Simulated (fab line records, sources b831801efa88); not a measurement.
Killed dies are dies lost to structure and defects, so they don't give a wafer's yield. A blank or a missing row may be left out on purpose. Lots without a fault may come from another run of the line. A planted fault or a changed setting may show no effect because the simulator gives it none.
Chamber matching | flow sfq_line | SFQ_TRILAYER_I5_ETCH_VIA_ETCH_147 on rie_diel-03: 4 sister chambers
The step etches the open film in CHF3, stops on Nb, target depth 360 nm. 8 wafers are shown with their chamber, then 9 later ones without.

WAFERS WITH THEIR CHAMBER
wafer  | chamber | drypump_motor_current_A (A) | oes_product_au (a.u.)
L401.2 | 3       | 6.2                         | 0.999
L401.3 | 1       | 6.2                         | 0.982
L401.4 | 0       | 5.7                         | 0.977
L402.5 | 0       | 5.7                         | 0.983
L402.6 | 3       | 6.2                         | 0.988
L408.2 | 1       | 6.2                         | 0.983
L408.4 | 2       | 6.4                         | 0.984
L408.6 | 2       | 6.3                         | 0.970

WAFERS WITHOUT THEIR CHAMBER
wafer  | drypump_motor_current_A (A) | oes_product_au (a.u.)
L409.1 | 5.7                         | 0.980
L409.2 | 6.2                         | 0.976
L409.6 | 6.2                         | 0.976
L414.2 | 6.2                         | 0.983
L414.4 | 6.2                         | 0.988
L414.6 | 6.3                         | 0.986
L415.1 | 6.2                         | 0.987
L415.5 | 6.2                         | 0.989
L415.6 | 5.8                         | 0.992

WHICH CHAMBER EACH WENT THROUGH
wafer  | from the rows above          | in truth
L409.1 | 0                            | 0
L409.2 | can't be placed: 1 or 3      | 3
L409.6 | can't be placed: 1 or 3      | 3
L414.2 | can't be placed: 1 or 3      | 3
L414.4 | can't be placed: 1 or 3      | 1
L414.6 | can't be placed: 2 or 1 or 3 | 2
L415.1 | can't be placed: 1 or 3      | 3
L415.5 | can't be placed: 3 or 1      | 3
L415.6 | 0                            | 0
Placed correctly: 2 of 9. Can't be placed from these rows: 7 (the true chamber is among the candidates in 7). Placed wrongly: 0.
How it was worked out, from the rows above alone: a wafer's distance from a chamber is the root of the sum, over the readings, of the square of ((its reading less the chamber's mean) divided by the reading's scatter). The wafer belongs to the nearest chamber; if the next one is less than 2 further off, it can't be placed. A chamber's mean is the mean of its shown wafers. The scatter: the root of (the sum of the squares of (reading less its chamber's mean) over the shown wafers, divided by (wafers less chambers)).
